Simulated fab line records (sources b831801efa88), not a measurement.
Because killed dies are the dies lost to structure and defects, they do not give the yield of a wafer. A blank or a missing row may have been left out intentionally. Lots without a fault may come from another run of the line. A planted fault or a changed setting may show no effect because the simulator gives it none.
What tool caused it? :: flow sky130 :: Sampling: 14 lots, 42 wafers, 6 of 708 route steps

== WHAT THE GAUGES SHOWED, per wafer ==
SKY_POLY_GATE_OVL_MEAS_14. Usual: POLY_GATE_OVL typically reads 0 nm, with standard deviation 5.6.
lot: L882
measured: day 16 09:13
on: overlay-01
POLY_GATE_OVL (nm): 10 5 -7
flag: 

lot: L883
measured: day 17 04:52
on: overlay-01
POLY_GATE_OVL (nm): 2 1 -1
flag: 

lot: L885
measured: day 18 03:13
on: overlay-02
POLY_GATE_OVL (nm): 3 1 0
flag: 

lot: L887
measured: day 18 23:45
on: overlay-01
POLY_GATE_OVL (nm): 4 2 7
flag: 

lot: L886
measured: day 18 23:50
on: overlay-02
POLY_GATE_OVL (nm): 4 3 3
flag: 

lot: L892
measured: day 21 01:57
on: overlay-02
POLY_GATE_OVL (nm): 0 0 3
flag: 

lot: L893
measured: day 21 02:58
on: overlay-02
POLY_GATE_OVL (nm): 3 -4 2
flag: 

lot: L894
measured: day 21 20:05
on: overlay-02
POLY_GATE_OVL (nm): 1 -2 -7
flag: 

lot: L897
measured: day 22 16:43
on: overlay-02
POLY_GATE_OVL (nm): -10 -13 -9
flag: 

lot: L898
measured: day 22 20:03
on: overlay-02
POLY_GATE_OVL (nm): 5 7 3
flag: 

lot: L900
measured: day 23 15:01
on: overlay-01
POLY_GATE_OVL (nm): -8 -6 -14
flag: 

lot: L901
measured: day 23 23:40
on: overlay-01
POLY_GATE_OVL (nm): -5 6 -11
flag: 

lot: L902
measured: day 24 00:47
on: overlay-02
POLY_GATE_OVL (nm): 0 -6 3
flag: 

lot: L904
measured: day 24 20:34
on: overlay-01
POLY_GATE_OVL (nm): -3 -1 -3
flag: 

SKY_POLY_GATE_THK_MEAS_21. Usual: POLY_GATE_OXIDATION_THK typically reads 4.00 nm, with standard deviation 0.089.
lot: L882
measured: day 16 10:54
on: film metro-01
POLY_GATE_OXIDATION_THK (nm): 3.89 3.92 3.92
flag: 

lot: L883
measured: day 17 06:58
on: film metro-02
POLY_GATE_OXIDATION_THK (nm): 3.95 3.94 3.97
flag: 

lot: L885
measured: day 18 07:09
on: film metro-01
POLY_GATE_OXIDATION_THK (nm): 4.05 4.04 4.04
flag: 

lot: L887
measured: day 19 08:59
on: film metro-01
POLY_GATE_OXIDATION_THK (nm): 4.03 4.04 4.07
flag: 

lot: L886
measured: day 19 09:02
on: film metro-04
POLY_GATE_OXIDATION_THK (nm): 3.98 4.03 3.96
flag: 

lot: L892
measured: day 21 03:38
on: film metro-01
POLY_GATE_OXIDATION_THK (nm): 3.91 3.91 3.93
flag: 

lot: L893
measured: day 21 04:38
on: film metro-01
POLY_GATE_OXIDATION_THK (nm): 3.96 3.96 4.07
flag: 

lot: L894
measured: day 21 21:46
on: film metro-01
POLY_GATE_OXIDATION_THK (nm): 3.99 4.05 3.94
flag: 

lot: L897
measured: day 22 18:23
on: film metro-02
POLY_GATE_OXIDATION_THK (nm): 3.94 3.93 3.97
flag: 

lot: L898
measured: day 22 21:44
on: film metro-01
POLY_GATE_OXIDATION_THK (nm): 4.12 4.13 4.23
flag: 

lot: L900
measured: day 23 16:42
on: film metro-04
POLY_GATE_OXIDATION_THK (nm): 4.20 4.14 4.17
flag: 

lot: L901
measured: day 24 01:20
on: film metro-04
POLY_GATE_OXIDATION_THK (nm): 4.05 4.01 4.03
flag: 

lot: L902
measured: day 24 02:28
on: film metro-04
POLY_GATE_OXIDATION_THK (nm): 3.94 3.93 3.95
flag: 

lot: L904
measured: day 25 00:01
on: film metro-01
POLY_GATE_OXIDATION_THK (nm): 3.97 4.00 4.04
flag: 

SKY_LDD_LDN_TW_MEAS_13. Usual: LDD_LDN_TW typically reads 1482, with standard deviation 15.
lot: L882
measured: day 22 19:21
on: film metro-02
LDD_LDN_TW: 1454 1462 1465
flag: 

lot: L883
measured: day 23 17:26
on: film metro-03
LDD_LDN_TW: 1486 1485 1481
flag: 

lot: L885
measured: day 24 16:25
on: film metro-03
LDD_LDN_TW: 1497 1495 1496
flag: 

lot: L887
measured: day 25 16:54
on: film metro-03
LDD_LDN_TW: 30 30 30
flag: OFF

lot: L886
measured: day 25 19:55
on: film metro-03
LDD_LDN_TW: 30 30 30
flag: OFF

lot: L892
measured: day 27 10:09
on: film metro-02
LDD_LDN_TW: 1460 1457 1455
flag: 

lot: L893
measured: day 27 11:16
on: film metro-02
LDD_LDN_TW: 1448 1457 1452
flag: 

lot: L894
measured: day 28 02:42
on: film metro-03
LDD_LDN_TW: 1498 1496 1490
flag: 

lot: L897
measured: day 28 21:47
on: film metro-04
LDD_LDN_TW: 1495 1501 1496
flag: 

lot: L898
measured: day 29 01:14
on: film metro-03
LDD_LDN_TW: 1494 1488 1488
flag: 

lot: L900
measured: day 29 17:12
on: film metro-04
LDD_LDN_TW: 1480 1493 1489
flag: 

lot: L901
measured: day 30 01:38
on: film metro-02
LDD_LDN_TW: 1456 1460 1460
flag: 

lot: L902
measured: day 30 01:51
on: film metro-04
LDD_LDN_TW: 1482 1486 1492
flag: 

lot: L904
measured: day 30 20:27
on: film metro-04
LDD_LDN_TW: 1484 1482 1490
flag: 

SKY_SD_P_OVL_MEAS_08. Usual: SD_P_OVL typically reads -0.4 nm, with standard deviation 1.4.
lot: L882
measured: day 25 09:14
on: overlay-01
SD_P_OVL (nm): -0.9 -1.0 -0.6
flag: 

lot: L883
measured: day 26 06:16
on: overlay-02
SD_P_OVL (nm): -1.7 -1.8 -1.5
flag: 

lot: L885
measured: day 27 04:31
on: overlay-01
SD_P_OVL (nm): -2.3 -2.5 -3.4
flag: 

lot: L887
measured: day 28 05:22
on: overlay-02
SD_P_OVL (nm): -2.1 -1.8 -0.8
flag: 

lot: L886
measured: day 28 07:23
on: overlay-01
SD_P_OVL (nm): 0.3 -0.6 -0.8
flag: 

lot: L892
measured: day 29 17:22
on: overlay-02
SD_P_OVL (nm): -1.3 -0.8 -2.8
flag: 

lot: L893
measured: day 29 19:04
on: overlay-01
SD_P_OVL (nm): -0.9 0.5 1.0
flag: 

lot: L894
measured: day 30 08:44
on: overlay-02
SD_P_OVL (nm): -0.4 0.4 0.8
flag: 

lot: L897
measured: day 31 02:49
on: overlay-02
SD_P_OVL (nm): -0.3 -0.2 -1.4
flag: 

lot: L898
measured: day 31 05:33
on: overlay-02
SD_P_OVL (nm): -1.7 -1.7 -0.9
flag: 

lot: L900
measured: day 31 22:15
on: overlay-01
SD_P_OVL (nm): -0.6 -1.2 0.0
flag: 

lot: L901
measured: day 32 08:08
on: overlay-02
SD_P_OVL (nm): -0.1 -0.7 -1.5
flag: 

lot: L902
measured: day 32 08:26
on: overlay-01
SD_P_OVL (nm): 2.5 1.8 2.2
flag: 

lot: L904
measured: day 33 03:09
on: overlay-01
SD_P_OVL (nm): -1.3 -1.5 -1.6
flag: 

== EACH LOT AND THE TOOL THAT RAN IT (in order: tool; ch and the chambers of the sampled wafers; start) ==
lot: L882
SKY_LDD_HVP_STRIP_09: plasma asher-02 ch 0,1, day 21 12:25
SKY_LDD_LDN_STRIP_12: plasma asher-03 ch 0,1, day 22 19:16

lot: L883
SKY_LDD_HVP_STRIP_09: plasma asher-03 ch 0,1, day 22 10:25
SKY_LDD_LDN_STRIP_12: plasma asher-02 ch 0,1, day 23 17:20

lot: L885
SKY_LDD_HVP_STRIP_09: plasma asher-03 ch 0,1, day 23 09:36
SKY_LDD_LDN_STRIP_12: plasma asher-03 ch 0,1, day 24 16:18

lot: L887
SKY_LDD_HVP_STRIP_09: plasma asher-03 ch 0,1, day 24 10:43
SKY_LDD_LDN_STRIP_12: plasma asher-03 ch 0,1, day 25 16:49

lot: L886
SKY_LDD_HVP_STRIP_09: plasma asher-03 ch 0,1, day 24 13:29
SKY_LDD_LDN_STRIP_12: plasma asher-03 ch 0,1, day 25 19:49

lot: L892
SKY_LDD_HVP_STRIP_09: plasma asher-03 ch 0,1, day 26 04:01
SKY_LDD_LDN_STRIP_12: plasma asher-02 ch 0,1, day 27 10:04

lot: L893
SKY_LDD_HVP_STRIP_09: plasma asher-03 ch 0,1, day 26 05:16
SKY_LDD_LDN_STRIP_12: plasma asher-03 ch 0,1, day 27 11:09

lot: L894
SKY_LDD_HVP_STRIP_09: plasma asher-04 ch 0,1, day 26 21:13
SKY_LDD_LDN_STRIP_12: plasma asher-03 ch 0,1, day 28 02:36

lot: L897
SKY_LDD_HVP_STRIP_09: plasma asher-02 ch 0,1, day 27 18:05
SKY_LDD_LDN_STRIP_12: plasma asher-02 ch 0,1, day 28 21:41

lot: L898
SKY_LDD_HVP_STRIP_09: plasma asher-04 ch 0,1, day 27 21:38
SKY_LDD_LDN_STRIP_12: plasma asher-03 ch 0,1, day 29 01:08

lot: L900
SKY_LDD_HVP_STRIP_09: plasma asher-02 ch 0,1, day 28 14:13
SKY_LDD_LDN_STRIP_12: plasma asher-03 ch 0,1, day 29 17:07

lot: L901
SKY_LDD_HVP_STRIP_09: plasma asher-04 ch 0,1, day 28 23:06
SKY_LDD_LDN_STRIP_12: plasma asher-01 ch 0,1, day 30 01:32

lot: L902
SKY_LDD_HVP_STRIP_09: plasma asher-03 ch 0,1, day 28 23:13
SKY_LDD_LDN_STRIP_12: plasma asher-03 ch 0,1, day 30 01:45

lot: L904
SKY_LDD_HVP_STRIP_09: plasma asher-02 ch 0,1, day 29 18:49
SKY_LDD_LDN_STRIP_12: plasma asher-02 ch 0,1, day 30 20:22
- SKY_LDD_HVP_STRIP_09: strips in O2/N2.
- SKY_LDD_LDN_STRIP_12: strips in O2/N2.

== AS READ BY THE TOOLS THEMSELVES (means over the sampled wafers that have a number; for cases with no such wafer, the mark the record gives instead) ==
SKY_LDD_HVP_STRIP_09. Usual: chamber pressure mTorr 1500.0 mTorr, standard deviation 1.4; drypump motor current A 5.8 A, standard deviation 0.58; oes product au 0.408 a.u., standard deviation 0.005; strip time to endpoint s 4.131 s, standard deviation 0.015.
lot: L882
tool: plasma asher-02
chamber pressure mTorr (mTorr): 1500.2
drypump motor current A (A): 6.2
oes product au (a.u.): 0.405
strip time to endpoint s (s): 4.137
flag: 

lot: L883
tool: plasma asher-03
chamber pressure mTorr (mTorr): 1500.8
drypump motor current A (A): 5.3
oes product au (a.u.): 0.403
strip time to endpoint s (s): 4.142
flag: 

lot: L885
tool: plasma asher-03
chamber pressure mTorr (mTorr): 1501.6
drypump motor current A (A): 5.3
oes product au (a.u.): 0.408
strip time to endpoint s (s): 4.133
flag: 

lot: L887
tool: plasma asher-03
chamber pressure mTorr (mTorr): -
drypump motor current A (A): -
oes product au (a.u.): -
strip time to endpoint s (s): -
flag: OFF

lot: L886
tool: plasma asher-03
chamber pressure mTorr (mTorr): -
drypump motor current A (A): -
oes product au (a.u.): -
strip time to endpoint s (s): -
flag: OFF

lot: L892
tool: plasma asher-03
chamber pressure mTorr (mTorr): 1500.3
drypump motor current A (A): 5.3
oes product au (a.u.): 0.407
strip time to endpoint s (s): 4.119
flag: 

lot: L893
tool: plasma asher-03
chamber pressure mTorr (mTorr): 1499.1
drypump motor current A (A): 5.3
oes product au (a.u.): 0.404
strip time to endpoint s (s): 4.114
flag: 

lot: L894
tool: plasma asher-04
chamber pressure mTorr (mTorr): 1499.6
drypump motor current A (A): 5.9
oes product au (a.u.): 0.407
strip time to endpoint s (s): 4.132
flag: 

lot: L897
tool: plasma asher-02
chamber pressure mTorr (mTorr): 1499.9
drypump motor current A (A): 6.2
oes product au (a.u.): 0.409
strip time to endpoint s (s): 4.119
flag: 

lot: L898
tool: plasma asher-04
chamber pressure mTorr (mTorr): 1499.5
drypump motor current A (A): 5.9
oes product au (a.u.): 0.405
strip time to endpoint s (s): 4.125
flag: 

lot: L900
tool: plasma asher-02
chamber pressure mTorr (mTorr): 1500.1
drypump motor current A (A): 5.7
oes product au (a.u.): 0.407
strip time to endpoint s (s): 4.134
flag: 

lot: L901
tool: plasma asher-04
chamber pressure mTorr (mTorr): 1500.5
drypump motor current A (A): 5.6
oes product au (a.u.): 0.415
strip time to endpoint s (s): 4.139
flag: 

lot: L902
tool: plasma asher-03
chamber pressure mTorr (mTorr): 1499.7
drypump motor current A (A): 5.6
oes product au (a.u.): 0.408
strip time to endpoint s (s): 4.114
flag: 

lot: L904
tool: plasma asher-02
chamber pressure mTorr (mTorr): 1500.9
drypump motor current A (A): 6.1
oes product au (a.u.): 0.406
strip time to endpoint s (s): 4.113
flag: 

SKY_LDD_LDN_STRIP_12. Usual: chamber pressure mTorr 1500.0 mTorr, standard deviation 1.2; drypump motor current A 5.7 A, standard deviation 0.59; oes product au 0.715 a.u., standard deviation 0.0041; strip time to endpoint s 14.17 s, standard deviation 0.046.
lot: L882
tool: plasma asher-03
chamber pressure mTorr (mTorr): 1499.4
drypump motor current A (A): 5.7
oes product au (a.u.): 0.714
strip time to endpoint s (s): 14.12
flag: 

lot: L883
tool: plasma asher-02
chamber pressure mTorr (mTorr): 1498.7
drypump motor current A (A): 5.7
oes product au (a.u.): 0.715
strip time to endpoint s (s): 14.16
flag: 

lot: L885
tool: plasma asher-03
chamber pressure mTorr (mTorr): 1499.7
drypump motor current A (A): 5.7
oes product au (a.u.): 0.717
strip time to endpoint s (s): 14.20
flag: 

lot: L887
tool: plasma asher-03
chamber pressure mTorr (mTorr): 1500.0
drypump motor current A (A): 5.3
oes product au (a.u.): 0.711
strip time to endpoint s (s): 18.75
flag: OFF

lot: L886
tool: plasma asher-03
chamber pressure mTorr (mTorr): 1499.8
drypump motor current A (A): 5.3
oes product au (a.u.): 0.718
strip time to endpoint s (s): 18.70
flag: OFF

lot: L892
tool: plasma asher-02
chamber pressure mTorr (mTorr): 1499.5
drypump motor current A (A): 6.2
oes product au (a.u.): 0.718
strip time to endpoint s (s): 14.18
flag: 

lot: L893
tool: plasma asher-03
chamber pressure mTorr (mTorr): 1499.9
drypump motor current A (A): 5.3
oes product au (a.u.): 0.715
strip time to endpoint s (s): 14.19
flag: 

lot: L894
tool: plasma asher-03
chamber pressure mTorr (mTorr): 1500.1
drypump motor current A (A): 5.3
oes product au (a.u.): 0.717
strip time to endpoint s (s): 14.22
flag: 

lot: L897
tool: plasma asher-02
chamber pressure mTorr (mTorr): 1500.5
drypump motor current A (A): 6.2
oes product au (a.u.): 0.712
strip time to endpoint s (s): 14.14
flag: 

lot: L898
tool: plasma asher-03
chamber pressure mTorr (mTorr): 1499.5
drypump motor current A (A): 5.3
oes product au (a.u.): 0.712
strip time to endpoint s (s): 14.13
flag: 

lot: L900
tool: plasma asher-03
chamber pressure mTorr (mTorr): 1501.3
drypump motor current A (A): 5.3
oes product au (a.u.): 0.715
strip time to endpoint s (s): 14.28
flag: 

lot: L901
tool: plasma asher-01
chamber pressure mTorr (mTorr): 1498.4
drypump motor current A (A): 5.9
oes product au (a.u.): 0.712
strip time to endpoint s (s): 14.18
flag: 

lot: L902
tool: plasma asher-03
chamber pressure mTorr (mTorr): 1500.3
drypump motor current A (A): 5.7
oes product au (a.u.): 0.716
strip time to endpoint s (s): 14.20
flag: 

lot: L904
tool: plasma asher-02
chamber pressure mTorr (mTorr): 1499.4
drypump motor current A (A): 6.2
oes product au (a.u.): 0.717
strip time to endpoint s (s): 14.18
flag: 

== THE ANSWER, worked out from the rows above alone ==
Rule: lot off if the mean of its wafers having a number is beyond 3 standard deviations from the usual mean. Also off: a lot with no number at a reading for which 4 or more lots have one. All remaining lots with rows at the step are treated as sound. After the gauges, taken in route order, come the tools' own readings; for these a lot's mean is taken, as printed above. The first step at which some lot is off is used, and at that step the reading that is off furthest; a lot without a number counts as furthest.
Off: L887, L886, at SKY_LDD_LDN_TW_MEAS_13 (LDD_LDN_TW).
A tool fits if, at a process step before that reading, it ran every lot that is off, and no sound lot after the first of them. The gauges at SKY_LDD_LDN_TW_MEAS_13 aren't tried: what is off there is off at SKY_LDD_HVP_STRIP_09 too, on other tools, and a gauge's error can't cause that. None of those tried fits.

== WHAT THE SIMULATOR HAD PUT IN ==
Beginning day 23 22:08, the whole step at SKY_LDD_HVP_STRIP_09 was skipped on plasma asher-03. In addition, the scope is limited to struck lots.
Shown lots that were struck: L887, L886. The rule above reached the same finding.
